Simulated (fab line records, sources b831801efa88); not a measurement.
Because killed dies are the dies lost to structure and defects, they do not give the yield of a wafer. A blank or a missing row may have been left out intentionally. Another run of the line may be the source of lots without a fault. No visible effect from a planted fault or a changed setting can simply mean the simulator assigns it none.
The tool behind it: which one? / flow sky130 / 12 lots with 36 wafers sampled at 3 steps, on a route of 708 steps

## WHAT THE GAUGES SHOWED, per wafer
SKY_VIA2_BOW_MEAS_03. Usual: for VIA2_BOW the level is 86 um and the standard deviation is 7.4.
lot=L414; measured=day 36 20:16; on=film metro-04; VIA2_BOW (um)=88 90 93; flag=
lot=L417; measured=day 36 21:46; on=film metro-03; VIA2_BOW (um)=83 78 75; flag=
lot=L415; measured=day 37 02:49; on=film metro-03; VIA2_BOW (um)=94 87 84; flag=
lot=L413; measured=day 37 03:32; on=film metro-03; VIA2_BOW (um)=90 92 102; flag=
lot=L416; measured=day 37 05:52; on=film metro-03; VIA2_BOW (um)=81 87 78; flag=
lot=L419; measured=day 37 12:52; on=film metro-04; VIA2_BOW (um)=86 94 98; flag=
lot=L418; measured=day 37 15:56; on=film metro-01; VIA2_BOW (um)=74 82 97; flag=
lot=L420; measured=day 37 19:22; on=film metro-01; VIA2_BOW (um)=84 86 82; flag=
lot=L425; measured=day 39 08:49; on=film metro-01; VIA2_BOW (um)=91 90 81; flag=
lot=L428; measured=day 40 02:08; on=film metro-03; VIA2_BOW (um)=97 91 92; flag=
lot=L432; measured=day 41 04:42; on=film metro-01; VIA2_BOW (um)=91 80 92; flag=
lot=L436; measured=day 42 07:53; on=film metro-01; VIA2_BOW (um)=95 86 79; flag=

SKY_VIA2_CD_MEAS_12: the cd target is 200 nm. Usual: cd nm reads 199.6 nm (standard deviation 1.6).
lot=L414; measured=day 37 21:11; on=cd sem-02; cd nm (nm)=199.3 199.4 200.4; flag=
lot=L417; measured=day 37 23:06; on=cd sem-02; cd nm (nm)=202.5 200.7 201.5; flag=
lot=L415; measured=day 38 03:48; on=cd sem-02; cd nm (nm)=200.1 200.2 199.5; flag=
lot=L413; measured=day 38 04:47; on=cd sem-02; cd nm (nm)=199.7 199.3 198.4; flag=
lot=L416; measured=day 38 07:24; on=cd sem-02; cd nm (nm)=198.3 199.0 197.8; flag=
lot=L419; measured=day 38 13:47; on=cd sem-02; cd nm (nm)=200.7 200.6 201.0; flag=
lot=L418; measured=day 38 17:05; on=cd sem-02; cd nm (nm)=197.9 200.4 198.8; flag=
lot=L420; measured=day 38 20:02; on=cd sem-02; cd nm (nm)=201.4 200.1 201.5; flag=
lot=L425; measured=day 40 09:35; on=cd sem-01; cd nm (nm)=198.0 201.5 199.6; flag=
lot=L428; measured=day 41 02:20; on=cd sem-02; cd nm (nm)=200.0 201.2 200.4; flag=
lot=L432; measured=day 42 04:32; on=cd sem-01; cd nm (nm)=199.9 200.3 199.8; flag=
lot=L436; measured=day 43 07:04; on=cd sem-02; cd nm (nm)=198.2 199.0 198.6; flag=

SKY_CAPM_THK_MEAS_01. Usual: for CAPM_CVD_00_THK the level is 15.38 nm and the standard deviation is 0.24.
lot=L414; measured=day 37 22:54; on=film metro-03; CAPM_CVD_00_THK (nm)=15.41 15.45 15.84; flag=
lot=L417; measured=day 38 00:48; on=film metro-03; CAPM_CVD_00_THK (nm)=15.42 15.03 15.38; flag=
lot=L415; measured=day 38 05:34; on=film metro-01; CAPM_CVD_00_THK (nm)=15.23 15.50 15.34; flag=
lot=L413; measured=day 38 06:32; on=film metro-02; CAPM_CVD_00_THK (nm)=15.59 15.68 15.92; flag=
lot=L416; measured=day 38 09:08; on=film metro-03; CAPM_CVD_00_THK (nm)=15.43 15.19 15.70; flag=
lot=L419; measured=day 38 15:30; on=film metro-03; CAPM_CVD_00_THK (nm)=15.27 15.50 15.45; flag=
lot=L418; measured=day 38 18:45; on=film metro-03; CAPM_CVD_00_THK (nm)=15.14 15.35 15.01; flag=
lot=L420; measured=day 38 21:43; on=film metro-02; CAPM_CVD_00_THK (nm)=15.74 15.65 15.77; flag=
lot=L425; measured=day 40 11:17; on=film metro-01; CAPM_CVD_00_THK (nm)=15.19 15.26 15.44; flag=
lot=L428; measured=day 41 04:05; on=film metro-01; CAPM_CVD_00_THK (nm)=15.24 15.13 15.18; flag=
lot=L432; measured=day 42 06:14; on=film metro-02; CAPM_CVD_00_THK (nm)=15.71 15.52 15.80; flag=
lot=L436; measured=day 43 10:40; on=film metro-03; CAPM_CVD_00_THK (nm)=15.09 14.99 15.30; flag=

## TOOL THAT RAN EACH LOT (tool first, then ch and the chambers of the sampled wafers, then the start)
Before these readings, the record contains no process step.

## AS READ BY THE TOOLS THEMSELVES (means over the sampled wafers that have a number; for cases with no such wafer, the mark the record gives instead)
The record holds no such reading with a usual standard deviation.

## THE ANSWER, worked out from the rows above alone
Rule: a lot is off if the mean of its wafers that have a number lies more than 3 standard deviations from the usual mean. A lot without any number at a reading at which 4 lots or more have one is off too. All remaining lots with rows at the step are treated as sound. First the gauges in route order, then the tools' own readings, where a lot's mean is used as printed above. At the first step where some lot is off, the reading lying furthest off is the one used; lots without a number count as furthest.
No lot is off at any reading shown: from this, nothing can be told.

## WHAT THE SIMULATOR PUT IN
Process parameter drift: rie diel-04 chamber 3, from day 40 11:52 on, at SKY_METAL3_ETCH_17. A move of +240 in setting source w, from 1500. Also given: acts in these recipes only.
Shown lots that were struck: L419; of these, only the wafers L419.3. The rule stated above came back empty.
